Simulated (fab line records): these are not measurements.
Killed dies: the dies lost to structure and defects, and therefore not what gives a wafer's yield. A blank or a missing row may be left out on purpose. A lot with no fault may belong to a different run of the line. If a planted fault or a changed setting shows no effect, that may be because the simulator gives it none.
Comparing a struck lot with a sound one -- flow sky130 -- 43 steps out of a route of 708
Sound: the wafers L725.2, L725.5, L725.6. Struck: wafers L715.3, L715.4, L715.6. Last of all comes the cause.
Order at every step that has rows: each side's tool, ch and its chambers, its first start. Under that, the readings that differ: sound wafers -- struck wafers -- difference of the means -- sigmas: that difference in standard deviations of wafers without a fault.
alike: readings whose means differ by less than 2 such deviations, and words and numbers that are the same on both sides. not compared: withheld readings, readings that some wafer has no value for, bounds like >300 that may hide the same value, and numbers for which the record gives no deviation and whose values overlap.
A row with sigmas, a row that says differs or no value, or rows on one side alone: a step with any of these is where the two part. Non-overlapping numbers with no deviation appear without sigmas and do not part them. A reading missing from all wafers of one side parts the sides only when that side holds two or more wafers.

SKY_LI_CONTACT_OVL_MEAS_13:
  sound on overlay-01, day 35 09:28; struck on overlay-02, day 32 09:59
  alike: LI_CONTACT_OVL
SKY_LI_CONTACT_ETCH_14: etches BARC in N2/H2, stops on SiO2, time 45.9 s, target depth 60 nm.
  sound on rie-diel-02 ch 2,3, day 35 09:30; struck on rie-diel-01 ch 2,3, day 32 10:00
reading,sound,struck,difference,sigmas
drypump-motor-current-A (A),5.4 5.7 5.4,6.7 6.5 6.7,+1.1,+2
  alike: oes-product-au, throttle-valve-pct
  not compared: rf-hours-counter-h
SKY_LI_CONTACT_ETCH_15: etches PSG in C4F8/O2/Ar, stops on Si, target depth 600 nm.
  sound on rie-diel-02 ch 2,3, day 35 09:32; struck on rie-diel-01 ch 2,3, day 32 10:02
  alike: oes-product-au
then, 5 steps without rows for these wafers: SKY_LI_CONTACT_STRIP_16 (strips in O2/N2); SKY_LI_CONTACT_CLEAN_17 (cleans in NMP, time 600 s); SKY_LI_CONTACT_PRE_CLEAN_18 (time 5.6 s); SKY_LI_CONTACT_SPUTTER_19 (material Ti, target thk 20 nm, time 109.7 s); SKY_LI_CONTACT_SPUTTER_20 (material TiN, target thk 20 nm, time 80 s).
SKY_LI_CONTACT_CVD_21: deposits W, target thk 400 nm, time 120.56 s.
  sound on cvd-w-02 ch 0,1, day 35 10:04; struck on cvd-w-01 ch 0,1, day 32 10:36
  alike: heater-power-w
SKY_LI_CONTACT_RS_MEAS_22: the measuring method here is four-point-probe.
  sound on film-metro-02, day 35 10:13; struck on film-metro-01, day 32 10:44
  alike: LI_CONTACT_W_RS
SKY_LI_CONTACT_THK_MEAS_23: measures by xrf.
  sound on film-metro-02, day 35 10:19; struck on film-metro-01, day 32 10:50
  alike: LI_CONTACT_W_THK
then, 1 step without rows for these wafers: SKY_LI_CONTACT_CMP_24 (polishes, stops on PSG, t overpolish 20 s, target thk 0 nm).
SKY_LOCAL_INTERCONNECT_SPUTTER_00: material TiN, target thk 100 nm, time 83.3 s.
  sound on pvd-sputter-04, day 35 10:40; struck on pvd-sputter-01, day 32 11:10
  alike: throttle-valve-pct
SKY_LOCAL_INTERCONNECT_RS_MEAS_01: the measuring method here is four-point-probe.
  sound on film-metro-04, day 35 10:45; struck on film-metro-03, day 32 11:16
  alike: LOCAL_INTERCONNECT_TIN_RS
SKY_LOCAL_INTERCONNECT_THK_MEAS_02: measures by xrf.
  sound on film-metro-04, day 35 10:52; struck on film-metro-03, day 32 11:22
  alike: LOCAL_INTERCONNECT_TIN_THK
then, 8 steps without rows for these wafers: SKY_LOCAL_INTERCONNECT_DEHYDRATE_03 (time 60 s); SKY_LOCAL_INTERCONNECT_HMDS_04 (prime time 60 s); SKY_LOCAL_INTERCONNECT_COAT_05 (resist thk 60 nm); SKY_LOCAL_INTERCONNECT_COAT_06 (resist thk 443.2 nm); SKY_LOCAL_INTERCONNECT_SOFTBAKE_07 (time 90 s); SKY_LOCAL_INTERCONNECT_EXPOSE_08 (exposes mask LI1M, target cd 170 nm); SKY_LOCAL_INTERCONNECT_PEB_09; SKY_LOCAL_INTERCONNECT_DEVELOP_10 (develop time 60 s).
SKY_LOCAL_INTERCONNECT_CD_MEAS_11 targets a cd of 170 nm.
  sound on cd-sem-01, day 36 12:44; struck on cd-sem-01, day 33 14:23
  alike: cd-nm
SKY_LOCAL_INTERCONNECT_OVL_MEAS_12:
  sound on overlay-01, day 36 12:51; struck on overlay-01, day 33 14:29
  alike: LOCAL_INTERCONNECT_OVL
then, 6 steps without rows for these wafers: SKY_LOCAL_INTERCONNECT_ETCH_13 (etches BARC in N2/H2, stops on SiO2, time 45.9 s, target depth 60 nm); SKY_LOCAL_INTERCONNECT_METAL_ETCH_14 (etches TiN in Cl2/BCl3, stops on PSG, target depth 110 nm, time 31.4 s); SKY_LOCAL_INTERCONNECT_STRIP_15 (strips in O2/N2); SKY_LOCAL_INTERCONNECT_STRIP_16 (strips in post etch residue remover, time 1200 s); SKY_LOCAL_INTERCONNECT_CLEAN_17 (cleans in IPA, time 180 s); SKY_LOCAL_INTERCONNECT_CLEAN_18 (cleans in O3/DIW).
SKY_CONTACT_CVD_00: deposits Si3N4, target thk 75 nm.
  sound on pecvd-02 ch 0,1,2, day 36 13:37; struck on pecvd-04 ch 1,2, day 33 15:20
  alike: heater-power-w
SKY_CONTACT_THK_MEAS_01:
  sound on film-metro-02, day 36 13:40; struck on film-metro-04, day 33 15:23
  alike: CONTACT_CVD_00_THK
then, 1 step without rows for these wafers: SKY_CONTACT_HDPCVD_02 (deposits SiO2, target thk 565 nm, time 94.2 s).
SKY_CONTACT_THK_MEAS_03:
  sound on film-metro-03, day 36 13:47; struck on film-metro-03, day 33 15:31
  alike: CONTACT_HDPCVD_THK
SKY_CONTACT_CMP_04: polishes SiO2.
  sound on cmp-01 ch 2,3, day 36 13:50; struck on cmp-01 ch 1,3, day 33 15:34
  alike: motor-current-A, platen-rpm, slurry-flow-ml-min, time-to-endpoint-s
SKY_CONTACT_BOW_MEAS_05:
  sound on film-metro-02, day 36 14:10; struck on film-metro-03, day 33 15:54
  alike: CONTACT_BOW
then, 5 steps without rows for these wafers: SKY_CONTACT_DEHYDRATE_06 (time 60 s); SKY_CONTACT_HMDS_07 (prime time 60 s); SKY_CONTACT_COAT_08 (resist thk 60 nm); SKY_CONTACT_COAT_09 (resist thk 450 nm); SKY_CONTACT_SOFTBAKE_10 (time 90 s).
-- the record jumps here: 15 days lie between the struck wafers' starts before and after (it left off in module CONTACT and takes up again in module PAD_OPEN, whose first step shown is number 708 of the route) --
SKY_PAD_OPEN_PROBE_99:
  sound on prober-02, day 50 12:22; struck on prober-02, day 48 05:22
reading,sound,struck,difference,sigmas
killed-at-contacts,22 28,74 68 68,+45,+9
killed-dies,81 71,128 133 115,+49,+5
  alike: killed_at_M0_to_M3, killed_at_M4_up, killed-at-front-end, killed-at-other, killed-on-rim, killed-open, killed-short

== WHERE THEY PART ==
Last at SKY_PAD_OPEN_PROBE_99 as far as this record goes, first at SKY_LI_CONTACT_ETCH_14.

WHY: what the simulator had put in
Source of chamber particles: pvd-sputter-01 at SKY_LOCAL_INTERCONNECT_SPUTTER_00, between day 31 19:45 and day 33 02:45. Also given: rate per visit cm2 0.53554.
